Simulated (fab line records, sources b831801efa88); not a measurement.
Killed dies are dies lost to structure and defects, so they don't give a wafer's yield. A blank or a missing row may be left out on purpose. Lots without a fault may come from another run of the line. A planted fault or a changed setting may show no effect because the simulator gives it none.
Which tool did it? | flow gf180mcu | 12 lots, 36 wafers sampled, at 3 steps of a route of 602

WHAT THE GAUGES READ, wafer by wafer
GF_V4_THK_MEAS_01.
lot  | measured     | on            | V4_CVD_00_THK (nm)
L075 | day 23 18:38 | film_metro-03 | 598 591 592
L077 | day 24 17:59 | film_metro-04 | 606 596 601
L079 | day 25 09:08 | film_metro-01 | 602 589 586
L081 | day 26 03:26 | film_metro-03 | 605 604 596
L083 | day 26 23:38 | film_metro-03 | 591 599 595
L085 | day 27 06:44 | film_metro-01 | 601 602 608
L087 | day 28 00:22 | film_metro-03 | 597 598 597
L089 | day 28 15:02 | film_metro-03 | 602 604 612
L091 | day 28 23:16 | film_metro-03 | 608 605 605
L093 | day 29 15:20 | film_metro-01 | 606 605 607
L095 | day 30 01:38 | film_metro-01 | 600 600 605
L097 | day 30 14:38 | film_metro-04 | 610 602 617

WHICH TOOL RAN EACH LOT (tool, then ch and the chambers of the sampled wafers, then the start)
lot  | GF_M4_SPUTTER_00             | GF_M4_METAL_ETCH_16
L075 | pvd_sputter-04, day 22 18:53 | rie_metal-03 ch 0,1, day 23 17:54
L077 | pvd_sputter-01, day 23 18:16 | rie_metal-04 ch 0,1, day 24 17:15
L079 | pvd_sputter-02, day 24 10:14 | rie_metal-02 ch 0,1, day 25 08:24
L081 | pvd_sputter-01, day 25 05:28 | rie_metal-03 ch 0,1, day 26 02:40
L083 | pvd_sputter-01, day 26 01:58 | rie_metal-03 ch 0,1, day 26 22:54
L085 | pvd_sputter-04, day 26 09:02 | rie_metal-04 ch 0,1, day 27 06:00
L087 | pvd_sputter-02, day 27 03:28 | rie_metal-03 ch 0, day 27 23:36
L089 | pvd_sputter-01, day 27 18:28 | rie_metal-04 ch 1, day 28 14:10
L091 | pvd_sputter-04, day 28 02:49 | rie_metal-03 ch 0,1, day 28 22:28
L093 | pvd_sputter-02, day 28 18:43 | rie_metal-04 ch 0,1, day 29 14:34
L095 | pvd_sputter-02, day 29 06:25 | rie_metal-04 ch 0,1, day 30 00:51
L097 | pvd_sputter-01, day 29 18:35 | rie_metal-02 ch 0,1, day 30 13:54
- GF_M4_SPUTTER_00: material Ti, target thk 37.5 nm, time 150 s.
- GF_M4_METAL_ETCH_16: etches the open film in Cl2/BCl3, stops on SiO2, target depth 750.8 nm, time 125.1 s.

THE ANSWER, worked out from the rows above alone
Rule: what is usual is taken from the lots themselves. Put in order of their means at a reading, lots are off if they are a third of the lots or fewer, leave a main group of 4 or more, and stand apart from it by a gap of 3 or more times the standard deviation of the main group's means; of several such gaps the widest counts. A main group whose means are all the same, to the digits that the tables above print for the reading, isn't used. A lot without any number at a reading at which 4 lots or more have one is off too. The other lots that the step has rows for count as sound.
No lot is off at any reading shown: from this, nothing can be told.

WHAT THE SIMULATOR HAD PUT IN
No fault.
